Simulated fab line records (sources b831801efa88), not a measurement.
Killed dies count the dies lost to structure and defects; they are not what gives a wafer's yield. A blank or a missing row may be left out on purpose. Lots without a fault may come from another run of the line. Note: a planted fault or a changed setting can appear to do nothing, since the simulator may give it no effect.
Problem report, 8D (eight disciplines) form, completed by code -- flow sky130 -- the parts of the form that need people (team, actions taken, sign-off) are left out

== 1. WHAT WENT WRONG ==
Wafers without a fault read 56.59 W, standard deviation 0.046; heaterPowerTotalW at SKY_VT_ADJUST_NCORE_SOFTBAKE_03 reads a mean of 63.68 W on 4 wafers belonging to 3 lots. That is +99 or more standard deviations from the usual mean.
The step: time 60 s.
Seen first at day 13 18:07 on lithoTrack-01, wafer L854.1. Wafers with a number at this step in the record: 39, from 13 lots. The rule behind "out" and "out of limits": a value lying over 4 standard deviations away from the usual mean. The other wafers with a number count as sound.

== 2. WHAT THIS IS AND IS NOT ==
question,is,is not
which readings at this step,"heaterPowerTotalW, runLengthS",-
which lots,"L854, L855, L857","L836, L838, L839, L840, L841, L843, L844, L845, L846, L858"
which wafers of those lots,"L854.1, L855.1, L857.4, L857.5","L854.2, L854.6, L855.3, L855.6, L857.2"
read on which tools,lithoTrack-01,"lithoTrack-03, lithoTrack-04"
when,from day 13 18:07,"up to then (29 sound wafers); but 6 sound wafers of L855, L857, L858 came after"

== 3. WHAT RULES OUT EACH SUSPECT ==
Counting: a tool at a process step up to the reading stays a suspect if it ran every lot that is out. Sound lots after the first of them don't rule it out here, since some wafers of a struck lot are sound.
- rieDiel-01 at SKY_FIELD_ISO_ETCH_15 (etches the open film in CHF3/O2, stops on Si, target depth 180 nm, time 72 s): kept. Ran every lot that is out, first one L854 (day 6 04:26); last sound lot up to then L846 (day 4 08:05).
- lithoTrack-01 at SKY_VT_ADJUST_NCORE_SOFTBAKE_03 (time 60 s): kept. Ran every lot that is out, first one L854 (day 13 18:07); last sound lot up to then L846 (day 11 00:04). Its own readings are out on those wafers: heaterPowerTotalW, runLengthS.
Remaining after the count are rieDiel-01 at SKY_FIELD_ISO_ETCH_15 and lithoTrack-01 at SKY_VT_ADJUST_NCORE_SOFTBAKE_03.

== 4. THE CAUSE (what the simulator had put in) ==
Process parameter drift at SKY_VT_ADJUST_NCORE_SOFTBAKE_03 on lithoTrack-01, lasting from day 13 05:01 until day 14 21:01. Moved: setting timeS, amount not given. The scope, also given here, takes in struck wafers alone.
This tool is one of the 2 suspects left after counting.

== 5. SEQUENCE OF EFFECTS, ordered by route ==
Each row: a reading whose mean over the struck wafers that have a number lies more than 3 standard deviations from the usual. Only readings whose record carries a usual standard deviation are examined. hours: median over the lots of the time between each lot's start at the first step of this table that gives one and its start at this step. sigmas: the change, counted in usual standard deviations.
hours,step,reading,usual,on struck wafers,change,sigmas
0,SKY_VT_ADJUST_NCORE_SOFTBAKE_03,heaterPowerTotalW,56.59 W,63.68,+7.09,+99 or more
0,SKY_VT_ADJUST_NCORE_SOFTBAKE_03,runLengthS,89.16 s,71.66,-17.50,-83
It contains these process steps:
- SKY_VT_ADJUST_NCORE_SOFTBAKE_03: time 60 s.
Later measuring or inspecting steps at which every struck wafer that the step has a row for has a number for every such reading, and none has moved that far: SKY_VT_ADJUST_HVTR_TW_MEAS_11.

== 6. WHAT WOULD HAVE CAUGHT IT SOONER ==
13 hours passed between the start of the fault at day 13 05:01 and the first reading out of limits in this record, taken at day 13 18:07.
